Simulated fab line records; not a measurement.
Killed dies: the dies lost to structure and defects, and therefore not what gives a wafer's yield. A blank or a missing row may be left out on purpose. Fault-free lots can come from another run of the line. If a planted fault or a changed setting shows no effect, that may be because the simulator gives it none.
8D (eight disciplines) problem report, filled in by code | flow sky130 | the parts of the form that need people (team, actions taken, sign-off) are left out

## 1. WHAT WENT WRONG
Wafers without a fault read 2.69 s, standard deviation 0.031; strip time to endpoint s at SKY_METAL2_STRIP_20 reads a mean of 2.42 s on 2 wafers belonging to 2 lots. That puts it -8.7 standard deviations away from the usual mean.
The step: strips in O2/N2.
First observed at day 40 12:17: wafer L348.6, on plasma asher-03. At this step, 33 wafers from 11 lots have a number in the record. The rule behind "out" and "out of limits": a value lying over 4 standard deviations away from the usual mean. All remaining wafers that have a number are taken as sound.

## 2. WHAT IT IS, AND WHAT IT ISN'T
question                    | is                               | is not
which readings at this step | strip time to endpoint s         | drypump motor current A
which lots                  | L348, L349                       | L333, L334, L337, L339, L342, L346, L347, L353, L354
which wafers of those lots  | L348.6, L349.5                   | L348.2, L348.3, L349.1, L349.4
read on which tools         | plasma asher-01, plasma asher-03 | plasma asher-04
when                        | from day 40 12:17                | up to then (23 sound wafers); but 8 sound wafers of L349, L353, L354 came after

## 3. THE SUSPECTS, EACH WITH WHAT RULES IT OUT
Counting: if a tool at a process step up to the reading ran every lot that is out, it stays a suspect. Sound lots after the first of them don't rule it out here, since some wafers of a struck lot are sound.
- rie metal-01 at SKY_METAL2_ETCH_18 (etches BARC in N2/H2, stops on SiO2, time 45.9 s, target depth 60 nm): kept. Ran every lot that is out, first one L348 (day 40 12:08); last sound lot up to then L346 (day 39 21:51).
The count leaves rie metal-01 at SKY_METAL2_ETCH_18.

## 4. THE CAUSE (what the simulator had put in)
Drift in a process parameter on rie metal-01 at SKY_METAL2_ETCH_18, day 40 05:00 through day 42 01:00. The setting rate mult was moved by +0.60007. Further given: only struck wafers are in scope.
The count eliminated every tool but this one.

## 5. THE EFFECT CHAIN, in route order
Rows list readings where the struck wafers' mean (over those with a number) sits beyond 3 standard deviations from the usual. Scope: only readings with a usual standard deviation given in the record; hours: median across lots of the time from each lot's start at the first step in this table that gives one to its start at this step; sigmas: change in usual standard deviations.
hours | step                | reading                  | usual  | on struck wafers | change | sigmas
0     | SKY_METAL2_STRIP_20 | strip time to endpoint s | 2.69 s | 2.42             | -0.27  | -8.7
It contains these process steps:
- SKY_METAL2_STRIP_20: strips in O2/N2.

## 6. HOW IT WOULD HAVE BEEN CAUGHT EARLIER
7 hours passed between the start of the fault at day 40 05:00 and the first reading out of limits in this record, taken at day 40 12:17.
An alarm limit of 4 standard deviations would not have fired on the tool readings at SKY_METAL2_ETCH_18 for which the record gives a usual standard deviation, since none of them was out on any struck wafer.
Of the lots that are out (2), L349 began SKY_METAL2_ETCH_18 on rie metal-01 after day 40 12:17. Holding the tool at that time would have saved it.
